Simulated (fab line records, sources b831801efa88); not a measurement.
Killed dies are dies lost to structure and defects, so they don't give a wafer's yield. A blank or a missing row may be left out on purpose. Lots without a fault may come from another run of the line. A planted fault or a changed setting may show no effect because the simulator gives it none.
fab line records | flow sky130
record lots=14 wafers=42 last_day=50
route steps=708 shown METAL1@434 VIA1@467
lots that met no fault: from a run of the same line without faults
start_h: hours from the record's first day to the start of the lot's first wafer shown | wait_h: hours since the lot's step before | " the same as in the row above | L1.1+2: a row that stands for several wafers | - no value, or no start given | * or withheld: withheld | < > ~ a bound
route shown NAME@n: a module of which the file shows steps, and the number in the route of the first | usual: mean/standard deviation of fault-free wafers | same: alike in all rows | chamber/n: place in a boat | sites: the reading at each site | _std_site: their standard deviation | _edge_site: outer sites' mean less inner sites' | radius_mm: how far each site lies from the wafer's centre | mask NAME#n: copy n | behind: the tool/chamber that last shaped the wafer | hold: why the lot was held/for how many hours/how that ended | device: the transistor (n, p or np) that didn't switch | end of line: the same wafers' tests at the end of the route | a step without rows: its recipe alone | killed: dies lost to structure and defects at the first sort, not the wafer's yield | map: a wafer's dies, x killed, . not, _ none there
set.NAME: the setting as run; set.NAME@STEP: as run at that earlier step | model.NAME: the simulator's own value behind a step, which no gauge read
steps of the route over a sample of lots; a table a step, a row a wafer
services: from which hour (start_h, from the record's first day; less than 0 if before it) a tool's chamber was out of use, for how many hours, and why
## steps
# step SKY_METAL1_SPUTTER_00
# recipe material=Ti target_thk_nm=15 power_w=3000 time_s=10 chamber_pressure_pa=0.4
# usual chamber_pressure_pa=0.4000/0.0008 throttle_valve_pct=30.2/1.4
# columns lot.wafer tool chamber start_h wait_h chamber_pressure_pa throttle_valve_pct
L381.4 pvd_sputter-04 - 742.61 0.2 0.3995 30.3
L381.5 " - " " 0.4005 30.1
L381.6 " - " " 0.3991 30.7
L382.4 pvd_sputter-04 - 745.85 0.1 0.4001 30.2
L382.5 " - " " 0.3978 30.1
L382.6 " - " " 0.4009 30.2
L383.3 pvd_sputter-01 - 749.30 0.1 0.3993 29.2
L383.4 " - " " 0.3995 29.3
L383.6 " - " " 0.3992 29.8
L384.1 pvd_sputter-03 - 763.22 0.2 0.3995 30.5
L384.2 " - " " 0.4007 32.9
L384.3 " - " " 0.4000 28.4
L385.1 pvd_sputter-03 - 764.37 0.1 0.4002 28.2
L385.2 " - " " 0.4000 30.5
L385.4 " - " " 0.4009 28.7
L386.2 pvd_sputter-03 - 770.41 0.2 0.3992 33.1
L386.3 " - " " 0.4005 30.3
L386.6 " - " " 0.4001 28.6
L387.3 pvd_sputter-04 - 776.50 0.1 0.3992 29.8
L387.4 " - " " 0.4000 30.5
L387.5 " - " " 0.3999 30.3
L389.1 pvd_sputter-03 - 796.47 0.2 0.3992 33.0
L389.3 " - " " 0.4005 28.5
L389.6 " - " " 0.4000 28.3
L391.1 pvd_sputter-04 - 803.18 0.2 0.4002 30.7
L391.3 " - " " 0.4011 30.2
L391.6 " - " " 0.4009 30.6
L400.1 pvd_sputter-03 - 879.60 0.2 0.3998 28.6
L400.4 " - " " 0.4004 32.9
L400.5 " - " " 0.4017 33.2
L399.1 pvd_sputter-04 - 879.90 0.1 0.3986 30.4
L399.3 " - " " 0.3995 29.7
L399.4 " - " " 0.4004 30.5
L401.1 pvd_sputter-01 - 882.34 0.2 0.4002 31.4
L401.4 " - " " 0.4002 31.2
L401.6 " - " " 0.4008 28.9
L404.1 pvd_sputter-04 - 910.91 0.1 0.3998 30.2
L404.3 " - " " 0.4007 30.7
L404.5 " - " " 0.3998 30.7
L403.3 pvd_sputter-03 - 918.90 0.2 0.3993 32.8
L403.4 " - " " 0.4013 28.4
L403.5 " - " " 0.4001 28.6
# step SKY_METAL1_SPUTTER_02
# recipe material=AlCu target_thk_nm=250 power_w=10600 time_s=13.3 chamber_pressure_pa=0.4
# usual chamber_pressure_pa=0.4001/0.00083 throttle_valve_pct=30.2/1.4
# columns lot.wafer tool chamber start_h wait_h chamber_pressure_pa throttle_valve_pct
L381.4 pvd_sputter-04 - 742.65 0.0 0.3985 29.7
L381.5 " - " " 0.3988 30.1
L381.6 " - " " 0.4010 31.0
L382.4 pvd_sputter-04 - 745.90 0.0 0.4004 30.2
L382.5 " - " " 0.4004 30.1
L382.6 " - " " 0.3998 30.4
L383.3 pvd_sputter-01 - 749.35 0.0 0.3991 28.9
L383.4 " - " " 0.4009 29.8
L383.6 " - " " 0.3999 29.7
L384.1 pvd_sputter-03 - 763.26 0.0 0.4007 30.4
L384.2 " - " " 0.4000 33.0
L384.3 " - " " 0.3994 28.2
L385.1 pvd_sputter-03 - 764.42 0.0 0.4001 28.1
L385.2 " - " " 0.3997 30.8
L385.4 " - " " 0.3991 28.6
L386.2 pvd_sputter-03 - 770.46 0.0 0.4007 33.1
L386.3 " - " " 0.4000 30.4
L386.6 " - " " 0.4001 28.6
L387.3 pvd_sputter-04 - 776.54 0.0 0.3996 29.7
L387.4 " - " " 0.3997 30.3
L387.5 " - " " 0.3996 30.4
L389.1 pvd_sputter-03 - 796.51 0.0 0.4002 32.9
L389.3 " - " " 0.4007 28.7
L389.6 " - " " 0.4011 28.3
L391.1 pvd_sputter-04 - 803.23 0.0 0.4019 30.4
L391.3 " - " " 0.3989 30.0
L391.6 " - " " 0.4018 30.7
L400.1 pvd_sputter-03 - 879.65 0.0 0.3996 28.6
L400.4 " - " " 0.4014 33.0
L400.5 " - " " 0.3995 32.9
L399.1 pvd_sputter-04 - 879.95 0.0 0.3997 30.2
L399.3 " - " " 0.4008 29.9
L399.4 " - " " 0.3992 30.1
L401.1 pvd_sputter-01 - 882.39 0.0 0.4007 31.3
L401.4 " - " " 0.4003 31.7
L401.6 " - " " 0.4005 29.1
L404.1 pvd_sputter-04 - 910.96 0.0 0.3992 30.3
L404.3 " - " " 0.4000 30.5
L404.5 " - " " 0.3990 30.7
L403.3 pvd_sputter-03 - 918.95 0.0 0.3997 33.0
L403.4 " - " " 0.3995 28.4
L403.5 " - " " 0.4004 28.8
# step SKY_VIA1_EXPOSE_09
# recipe mask_id=VIM na=0.8 source_shape=annular sigma_inner=0.55 sigma_outer=0.85 target_cd_nm=150 dose_mj=38
# usual exposure_dose_mJ_cm2=38.26/0.3 focus_offset_nm=0.1/0.49 reticle_temp_C=23.00/0.098 sigma_inner=0.55/0
# columns lot.wafer tool chamber start_h wait_h mask exposure_dose_mJ_cm2 focus_offset_nm reticle_temp_C sigma_inner
L381.4 krf_scanner-01 0 785.18 - VIM#0 37.98 0.5 23.00 0.55
L381.5 " 0 " " VIM#0 37.99 -0.5 23.10 0.55
L381.6 " 0 " " VIM#0 37.93 -0.4 22.93 0.55
L382.4 krf_scanner-02 0 790.23 - VIM#0 38.56 -0.2 23.22 0.55
L382.5 " 0 " " VIM#0 38.61 -0.6 22.97 0.55
L382.6 " 0 " " VIM#0 38.55 -0.4 23.02 0.55
L383.3 krf_scanner-01 0 792.61 - VIM#0 38.05 0.0 22.96 0.55
L383.4 " 0 " " VIM#0 38.03 0.6 23.14 0.55
L383.6 " 0 " " VIM#0 37.97 0.8 22.84 0.55
L384.1 krf_scanner-01 0 803.25 - VIM#0 37.99 0.0 23.08 0.55
L384.2 " 0 " " VIM#0 38.01 0.9 22.80 0.55
L384.3 " 0 " " VIM#0 38.02 0.7 23.03 0.55
L385.1 krf_scanner-02 0 804.51 - VIM#0 38.55 0.7 22.92 0.55
L385.2 " 0 " " VIM#0 38.55 0.8 23.10 0.55
L385.4 " 0 " " VIM#0 38.54 0.5 22.98 0.55
L386.2 krf_scanner-02 0 810.90 - VIM#0 38.57 0.1 23.21 0.55
L386.3 " 0 " " VIM#0 38.52 -0.4 23.00 0.55
L386.6 " 0 " " VIM#0 38.64 -0.5 22.91 0.55
L387.3 krf_scanner-01 0 818.80 - VIM#0 37.93 0.4 23.09 0.55
L387.4 " 0 " " VIM#0 37.92 0.9 22.79 0.55
L387.5 " 0 " " VIM#0 37.93 0.2 23.07 0.55
L389.1 krf_scanner-01 0 836.46 - VIM#0 38.00 0.5 23.02 0.55
L389.3 " 0 " " VIM#0 37.95 -0.6 22.90 0.55
L389.6 " 0 " " VIM#0 37.94 -1.1 23.02 0.55
L391.1 krf_scanner-02 0 844.34 - VIM#0 38.56 0.0 23.02 0.55
L391.3 " 0 " " VIM#0 38.51 0.8 23.02 0.55
L391.6 " 0 " " VIM#0 38.57 -0.1 22.93 0.55
L400.1 krf_scanner-02 - 917.26 - VIM#0 - - - -
L400.4 " - " " VIM#0 - - - -
L400.5 " - " " VIM#0 - - - -
L399.1 krf_scanner-01 - 918.43 - VIM#0 - - - -
L399.3 " - " " VIM#0 - - - -
L399.4 " - " " VIM#0 - - - -
L401.1 krf_scanner-02 0 921.78 - VIM#0 38.60 -0.2 23.14 0.55
L401.4 " 0 " " VIM#0 38.60 0.0 23.05 0.55
L401.6 " 0 " " VIM#0 38.62 -0.1 22.98 0.55
L404.1 krf_scanner-02 0 950.64 - VIM#0 38.57 -0.2 23.01 0.55
L404.3 " 0 " " VIM#0 38.54 0.2 22.94 0.55
L404.5 " 0 " " VIM#0 38.48 -0.1 23.00 0.55
L403.3 krf_scanner-01 0 957.74 - VIM#0 37.95 1.2 22.99 0.55
L403.4 " 0 " " VIM#0 38.04 0.6 23.07 0.55
L403.5 " 0 " " VIM#0 37.97 0.7 23.06 0.55
# step SKY_VIA1_ETCH_14
# recipe chemistry=N2/H2 target=BARC ion_energy_ev=200 source_w=500 bias_w=100 pressure_mtorr=30 n2_flow_sccm=100 h2_flow_sccm=200 stop_on=SiO2 time_s=45.9 target_depth_a=600
# usual drypump_motor_current_A=5.9/0.38 oes_product_au=0.854/0.0049 throttle_valve_pct=13.224/0.009
# columns lot.wafer tool chamber start_h wait_h drypump_motor_current_A oes_product_au rf_hours_counter_h throttle_valve_pct
L381.4 rie_diel-04 2 798.49 0.0 5.7 0.857 3 13.230
L381.5 " 3 " " 5.6 0.863 - 13.241
L381.6 " 2 " " 5.7 0.852 - 13.212
L382.4 rie_diel-02 1 801.78 0.0 5.7 0.853 1 13.220
L382.5 " 1 " " 5.8 0.851 - 13.224
L382.6 " 2 " " 6.1 0.854 - 13.232
L383.3 rie_diel-02 0 803.44 0.0 6.2 0.855 17 13.215
L383.4 " 3 " " 6.5 0.849 2 13.231
L383.6 " 2 " " 6.2 0.861 - 13.225
L384.1 rie_diel-04 1 816.91 0.0 6.4 0.850 7 13.215
L384.2 " 2 " " 5.7 0.855 3 13.211
L384.3 " 3 " " 5.6 0.857 1 13.233
L385.1 rie_diel-02 1 818.93 0.0 5.7 0.855 2 13.224
L385.2 " 0 " " 6.2 0.852 17 13.227
L385.4 " 2 " " 6.1 0.856 10 13.223
L386.2 rie_diel-04 1 824.76 0.0 6.5 0.851 7 13.239
L386.3 " 0 " " 6.1 0.853 8 13.211
L386.6 " 3 " " 5.5 0.856 - 13.234
L387.3 rie_diel-04 1 830.59 0.0 6.4 0.856 7 13.230
L387.4 " 3 " " 5.6 0.855 2 13.224
L387.5 " 2 " " 5.8 0.850 - 13.239
L389.1 rie_diel-04 3 851.09 0.0 5.6 0.852 2 13.233
L389.3 " 1 " " 6.5 0.843 8 13.231
L389.6 " 3 " " 5.6 0.849 - 13.222
L391.1 rie_diel-04 1 856.69 0.0 6.5 0.854 8 13.210
L391.3 " 0 " " 6.2 0.859 9 13.225
L391.6 " 2 " " 5.8 0.848 - 13.220
L400.1 rie_diel-03 3 930.66 0.0 5.8 0.855 13 13.225
L400.4 " 0 " " 5.8 0.851 1 13.226
L400.5 " 2 " " 5.0 0.859 - 13.227
L399.1 rie_diel-02 3 931.29 0.0 6.5 0.861 5 13.235
L399.3 " 1 " " 5.8 0.846 5 13.216
L399.4 " 0 " " 6.2 0.850 20 13.230
L401.1 rie_diel-03 0 933.88 0.0 5.8 0.863 1 13.210
L401.4 " 3 " " 5.8 0.868 14 13.211
L401.6 " 0 " " 5.8 0.851 - 13.232
L404.1 rie_diel-02 2 961.39 0.0 6.1 0.849 13 13.219
L404.3 " 1 " " 5.8 0.850 6 13.220
L404.5 " 2 " " 6.1 0.850 - 13.224
L403.3 rie_diel-02 2 968.33 0.0 6.1 0.858 13 13.231
L403.4 " 0 " " 6.1 0.856 21 13.226
L403.5 " 1 " " 5.7 0.847 - 13.234
## services
# columns tool chamber start_h hours kind
rie_diel-02 2 731.39 5.1 repair
rie_diel-02 - 742.38 14.6 pm
pvd_sputter-04 - 747.59 2.7 repair
krf_scanner-01 - 774.33 1.0 pm
rie_diel-02 0 778.90 19.2 repair
rie_diel-02 3 780.67 1.9 repair
pvd_sputter-03 - 791.32 2.4 repair
krf_scanner-02 - 797.38 0.8 pm
krf_scanner-01 - 804.94 0.3 repair
krf_scanner-01 - 807.08 0.8 pm
krf_scanner-02 - 814.56 0.8 repair
rie_diel-02 0 819.24 5.9 repair
krf_scanner-02 - 822.04 1.3 pm
krf_scanner-02 - 828.14 1.0 pm
krf_scanner-02 - 835.86 4.0 pm
pvd_sputter-03 - 855.91 0.9 repair
krf_scanner-02 - 860.32 4.4 pm
krf_scanner-01 - 874.66 1.3 pm
pvd_sputter-04 - 889.97 1.9 repair
krf_scanner-01 - 901.96 4.0 pm
krf_scanner-01 - 943.33 1.0 pm
krf_scanner-01 - 950.50 0.6 repair
pvd_sputter-04 - 950.55 2.1 repair
krf_scanner-02 - 966.18 0.8 pm
## key
first_sign step=SKY_VIA1_EXPOSE_09 reading=tool_record direction=missing
effect none on later readings
met_at SKY_VIA1_EXPOSE_09
struck_lots L399,L400
later_rows_left_out L399.1,L399.3,L399.4,L400.1,L400.4,L400.5
sort_left_out L399.1,L399.3,L399.4,L400.1,L400.4,L400.5
not_acting_at SKY_METAL1_SPUTTER_00,SKY_METAL1_SPUTTER_02,SKY_VIA1_ETCH_14
onset_between 844.34 917.26
fault kind=skipped_step_whole tool=krf_scanner-01,krf_scanner-02 chamber=- onset_h=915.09 steps=SKY_VIA1_EXPOSE_09 scope=struck_lots_only
# sort_left_out: the simulated sort isn't trusted on such a fault, so these wafers' sort isn't shown, and their yield isn't known
# later_rows_left_out: the simulator's readings of these wafers behind a module that went badly wrong aren't trusted and aren't shown, but for the sort
